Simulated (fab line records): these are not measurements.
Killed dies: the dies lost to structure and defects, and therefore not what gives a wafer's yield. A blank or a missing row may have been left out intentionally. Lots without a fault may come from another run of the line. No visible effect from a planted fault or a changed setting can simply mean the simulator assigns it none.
Matching of chambers | flow gf180mcu | 4 sister chambers for GF_V1_ETCH_16 on rie_diel-04
The step etches BARC in N2/H2. 4 wafers are shown with their chamber, then 7 later ones without.

== WAFERS, EACH WITH ITS CHAMBER ==
wafer  | chamber | oes_product_au (a.u.)
L356.6 | 0       | 0.854
L357.1 | 3       | 0.860
L358.2 | 2       | 0.862
L358.3 | 1       | 0.849

== WAFERS MISSING THEIR CHAMBER ==
wafer  | oes_product_au (a.u.)
L358.5 | 0.853
L360.3 | 0.852
L360.5 | 0.860
L360.6 | 0.862
L363.2 | 0.863
L363.3 | 0.860
L363.6 | 0.862

== WHICH CHAMBER EACH WENT THROUGH ==
wafer  | from the rows above     | in truth
L358.5 | 0                       | 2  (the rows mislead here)
L360.3 | can't be placed: 0 or 1 | 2
L360.5 | 3                       | 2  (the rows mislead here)
L360.6 | 2                       | 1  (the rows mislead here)
L363.2 | 2                       | 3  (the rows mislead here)
L363.3 | 3                       | 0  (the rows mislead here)
L363.6 | 2                       | 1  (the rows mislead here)
Correctly placed: 0 of 7. From these rows, 1 cannot be placed; in 0 the true chamber is one of the candidates. Placed wrongly: 6.
How it was worked out, from the rows above alone: a wafer's distance from a chamber is the root of the sum, over the readings, of the square of ((its reading less the chamber's mean) divided by the reading's scatter). If the next closest chamber is less than 2 further off than the closest, the wafer can't be placed; otherwise it belongs to the closest. A chamber's mean is the mean of its shown wafers. The scatter: root of mean squared gap, hidden wafer to nearest shown wafer, with one shown wafer a chamber.
